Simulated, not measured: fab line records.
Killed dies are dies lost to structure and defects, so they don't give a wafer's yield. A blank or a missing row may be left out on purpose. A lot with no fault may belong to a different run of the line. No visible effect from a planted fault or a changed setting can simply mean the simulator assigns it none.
Matching of chambers :: flow sky130 :: rie_diel-03 running SKY_FIELD_ISO_ETCH_15: 4 sister chambers
The step etches the open film in CHF3/O2, stops on Si, target depth 180 nm, time 72 s. 7 wafers are shown with their chamber, then 7 later ones without.

## WAFERS WITH THEIR CHAMBER
wafer: L408.4
chamber: 0
throttle_valve_pct (%): 8.830
oes_product_au (a.u.): 0.939

wafer: L410.5
chamber: 2
throttle_valve_pct (%): 8.838
oes_product_au (a.u.): 0.955

wafer: L421.1
chamber: 2
throttle_valve_pct (%): 8.837
oes_product_au (a.u.): 0.947

wafer: L421.4
chamber: 3
throttle_valve_pct (%): 8.855
oes_product_au (a.u.): 0.954

wafer: L421.6
chamber: 1
throttle_valve_pct (%): 8.848
oes_product_au (a.u.): 0.944

wafer: L422.1
chamber: 1
throttle_valve_pct (%): 8.838
oes_product_au (a.u.): 0.942

wafer: L422.4
chamber: 3
throttle_valve_pct (%): 8.844
oes_product_au (a.u.): 0.942

## WAFERS WITH NO CHAMBER GIVEN
wafer: L422.6
throttle_valve_pct (%): 8.834
oes_product_au (a.u.): 0.945

wafer: L424.2
throttle_valve_pct (%): 8.832
oes_product_au (a.u.): 0.944

wafer: L424.4
throttle_valve_pct (%): 8.845
oes_product_au (a.u.): 0.951

wafer: L424.5
throttle_valve_pct (%): 8.851
oes_product_au (a.u.): 0.960

wafer: L426.1
throttle_valve_pct (%): 8.848
oes_product_au (a.u.): 0.951

wafer: L426.2
throttle_valve_pct (%): 8.834
oes_product_au (a.u.): 0.956

wafer: L426.3
throttle_valve_pct (%): 8.844
oes_product_au (a.u.): 0.948

## THE CHAMBER EACH PASSED THROUGH
wafer: L422.6
from the rows above: can't be placed: 2 or 0 or 1 or 3
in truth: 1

wafer: L424.2
from the rows above: can't be placed: 0 or 2 or 1
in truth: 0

wafer: L424.4
from the rows above: can't be placed: 3 or 2 or 1
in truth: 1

wafer: L424.5
from the rows above: can't be placed: 3 or 2 or 1
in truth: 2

wafer: L426.1
from the rows above: can't be placed: 3 or 1 or 2
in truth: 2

wafer: L426.2
from the rows above: can't be placed: 2 or 1 or 3 or 0
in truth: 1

wafer: L426.3
from the rows above: can't be placed: 1 or 3 or 2 or 0
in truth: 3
0 of 7 placed correctly. Not placeable from these rows: 7 (in 7, the candidates include the true chamber). Placed wrongly: 0.
How it was worked out, from the rows above alone: a wafer's distance from a chamber is the root of the sum, over the readings, of the square of ((its reading less the chamber's mean) divided by the reading's scatter). If the next closest chamber is less than 2 further off than the closest, the wafer can't be placed; otherwise it belongs to the closest. For every chamber, the mean is computed from those of its wafers that are shown. How the scatter is found: for the shown wafers, subtract from each reading the mean of its chamber, square and add these, divide the total by (wafers less chambers), then take the root.
